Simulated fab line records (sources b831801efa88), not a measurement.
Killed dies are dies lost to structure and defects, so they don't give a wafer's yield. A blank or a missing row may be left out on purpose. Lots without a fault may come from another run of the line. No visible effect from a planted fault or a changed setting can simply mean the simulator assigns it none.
The tool behind it: which one? + flow sky130 + 12 lots, 36 wafers sampled, at 3 steps of a route of 708

WHAT THE GAUGES READ, wafer by wafer
SKY_VIA4_THK_MEAS_01. Usual: for VIA4_HDPCVD_THK the level is 1750 nm and the standard deviation is 21.
| lot  | measured     | on           | VIA4_HDPCVD_THK (nm) | flag |
|------|--------------|--------------|----------------------|------|
| L111 | day 41 03:45 | filmMetro-03 | 1765 1774 1789       |      |
| L112 | day 41 15:24 | filmMetro-04 | 1752 1782 1757       |      |
| L113 | day 41 22:37 | filmMetro-04 | 1715 1775 1769       |      |
| L116 | day 42 21:29 | filmMetro-04 | 1758 1778 1727       |      |
| L117 | day 43 04:04 | filmMetro-03 | 1717 1744 1729       |      |
| L118 | day 43 14:35 | filmMetro-04 | 1762 1724 1769       |      |
| L121 | day 44 07:01 | filmMetro-03 | 1770 1766 1727       |      |
| L124 | day 45 17:53 | filmMetro-04 | 1705 1733 1738       |      |
| L127 | day 47 00:32 | filmMetro-04 | 1740 1767 1746       |      |
| L129 | day 47 10:17 | filmMetro-04 | 1752 1769 1733       |      |
| L131 | day 48 01:23 | filmMetro-04 | 1776 1773 1788       |      |
| L134 | day 48 02:28 | filmMetro-04 | 1756 1780 1761       |      |

SKY_VIA4_THK_MEAS_20: measures by xrf. Usual: for VIA4_W_THK the level is 507 nm and the standard deviation is 7.6.
| lot  | measured     | on           | VIA4_W_THK (nm) | flag |
|------|--------------|--------------|-----------------|------|
| L111 | day 42 04:28 | filmMetro-04 | 515 510 513     |      |
| L112 | day 42 16:05 | filmMetro-02 | 510 494 507     |      |
| L113 | day 42 22:38 | filmMetro-04 | 506 510 503     |      |
| L116 | day 43 21:52 | filmMetro-03 | 498 496 500     |      |
| L117 | day 44 03:55 | filmMetro-04 | 504 504 505     |      |
| L118 | day 44 12:56 | filmMetro-02 | 494 500 493     |      |
| L121 | day 45 06:15 | filmMetro-03 | 515 512 513     |      |
| L124 | day 46 16:09 | filmMetro-04 | 523 520 515     |      |
| L127 | day 47 21:44 | filmMetro-02 | 522 509 505     |      |
| L129 | day 48 06:56 | filmMetro-03 | 511 511 502     |      |
| L131 | day 48 20:25 | filmMetro-03 | 509 500 501     |      |
| L134 | day 48 21:37 | filmMetro-02 | 502 510 501     |      |

EACH LOT AND THE TOOL THAT RAN IT (in order: tool; ch and the chambers of the sampled wafers; start)
| lot  | SKY_CAPM_CVD_00                 |
|------|---------------------------------|
| L111 | pecvd-04 ch 0, day 35 13:49     |
| L112 | pecvd-01 ch 0,1, day 36 02:40   |
| L113 | pecvd-04 ch 0,1, day 36 08:25   |
| L116 | pecvd-02 ch 1,2, day 37 10:55   |
| L117 | pecvd-04 ch 0,1,2, day 37 18:52 |
| L118 | pecvd-01 ch 0,2, day 38 07:43   |
| L121 | pecvd-04 ch 0,1,2, day 39 03:40 |
| L124 | pecvd-04 ch 0,1,2, day 40 18:26 |
| L127 | pecvd-02 ch 0,1,2, day 42 07:43 |
| L129 | pecvd-02 ch 1,2, day 42 18:13   |
| L131 | pecvd-02 ch 0,1,2, day 43 12:10 |
| L134 | pecvd-01 ch 0,2, day 43 14:37   |
- SKY_CAPM_CVD_00: deposits SiO2, target thk 15.5 nm.

WHAT THE TOOLS THEMSELVES READ (means of the sampled wafers that have a number; where no wafer has one, the mark that the record gives instead)
SKY_CAPM_CVD_00. Usual: heaterPowerW 748 W, standard deviation 99; rfFwdPowerW 441.3 W, standard deviation 1.8; susceptorTempC 399.99 C, standard deviation 0.23.
| lot  | tool     | heaterPowerW (W) | rfFwdPowerW (W) | susceptorTempC (C) | flag |
|------|----------|------------------|-----------------|--------------------|------|
| L111 | pecvd-04 | 855              | 439.4           | 400.13             |      |
| L112 | pecvd-01 | 687              | 443.3           | 399.92             |      |
| L113 | pecvd-04 | 837              | 439.5           | 399.86             |      |
| L116 | pecvd-02 | 698              | 442.3           | 400.11             |      |
| L117 | pecvd-04 | 793              | 440.2           | 400.00             |      |
| L118 | pecvd-01 | 754              | 441.5           | 400.16             |      |
| L121 | pecvd-04 | 803              | 439.1           | 400.09             |      |
| L124 | pecvd-04 | 773              | 439.6           | 399.97             |      |
| L127 | pecvd-02 | 721              | 442.7           | 400.09             |      |
| L129 | pecvd-02 | 778              | 442.3           | 400.05             |      |
| L131 | pecvd-02 | 693              | 443.9           | 399.89             |      |
| L134 | pecvd-01 | 728              | 442.2           | 399.87             |      |

THE ANSWER, worked out from the rows above alone
Rule: take the mean of a lot's wafers that have a number; if it is more than 3 standard deviations from the usual mean, the lot is off. A lot without any number at a reading at which 4 lots or more have one is off too. Any other lot the step has rows for is counted as sound. The gauges are gone through in route order, then the tools' own readings, and for those a lot's mean is taken as printed above. At the first step where some lot is off, the reading lying furthest off is the one used; lots without a number count as furthest.
Nothing can be told from this: no lot is off at any reading shown.

WHAT WAS PUT IN BY THE SIMULATOR
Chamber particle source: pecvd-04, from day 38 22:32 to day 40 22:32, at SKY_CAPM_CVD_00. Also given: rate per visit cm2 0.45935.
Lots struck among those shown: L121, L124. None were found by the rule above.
